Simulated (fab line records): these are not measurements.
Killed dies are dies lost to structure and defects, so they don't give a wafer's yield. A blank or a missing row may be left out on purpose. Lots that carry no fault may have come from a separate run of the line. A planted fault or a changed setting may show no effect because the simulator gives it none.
Matching of chambers + flow sky130 + cmp-02 running SKY_CONTACT_CMP_27: 4 sister chambers
The step polishes, stops on SiO2, t overpolish 15 s, target thk 0 nm. 8 wafers are shown with their chamber, then 10 later ones without.

== WAFERS PAIRED WITH THEIR CHAMBERS ==
| wafer  | chamber | motor current A (A) | time to endpoint s (s) |
|--------|---------|---------------------|------------------------|
| L080.3 | 3       | 11.9                | 80                     |
| L083.3 | 0       | 10.3                | 77                     |
| L083.4 | 2       | 9.8                 | 85                     |
| L086.1 | 1       | 11.2                | 81                     |
| L086.3 | 3       | 12.0                | 80                     |
| L086.5 | 1       | 12.2                | 84                     |
| L090.1 | 0       | 10.2                | 80                     |
| L090.3 | 2       | 10.0                | 87                     |

== WAFERS WITHOUT THEIR CHAMBER ==
| wafer  | motor current A (A) | time to endpoint s (s) |
|--------|---------------------|------------------------|
| L090.5 | 10.1                | 83                     |
| L094.3 | 10.0                | 78                     |
| L094.4 | 12.2                | 81                     |
| L094.6 | 11.6                | 83                     |
| L092.1 | 9.8                 | 76                     |
| L092.3 | 10.5                | 82                     |
| L092.6 | 12.2                | 81                     |
| L096.1 | 12.4                | 85                     |
| L096.4 | 10.7                | 83                     |
| L096.6 | 11.3                | 86                     |

== CHAMBER TAKEN BY EACH ==
| wafer  | from the rows above               | in truth |
|--------|-----------------------------------|----------|
| L090.5 | can't be placed: 2 or 0           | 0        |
| L094.3 | 0                                 | 0        |
| L094.4 | can't be placed: 3 or 1           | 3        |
| L094.6 | can't be placed: 1 or 3           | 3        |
| L092.1 | 0                                 | 0        |
| L092.3 | can't be placed: 0 or 2 or 1 or 3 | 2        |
| L092.6 | can't be placed: 3 or 1           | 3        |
| L096.1 | can't be placed: 1 or 3           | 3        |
| L096.4 | can't be placed: 1 or 2 or 0 or 3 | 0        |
| L096.6 | can't be placed: 1 or 2 or 3      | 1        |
Correct placement for 2 of the 10. Not placeable from these rows: 8 (in 8, the candidates include the true chamber). 0 placed wrongly.
How it was worked out, from the rows above alone: a wafer's distance from a chamber is the root of the sum, over the readings, of the square of ((its reading less the chamber's mean) divided by the reading's scatter). The wafer belongs to the nearest chamber; if the next one is less than 2 further off, it can't be placed. A chamber's mean is the mean of its shown wafers. How the scatter is found: for the shown wafers, subtract from each reading the mean of its chamber, square and add these, divide the total by (wafers less chambers), then take the root.
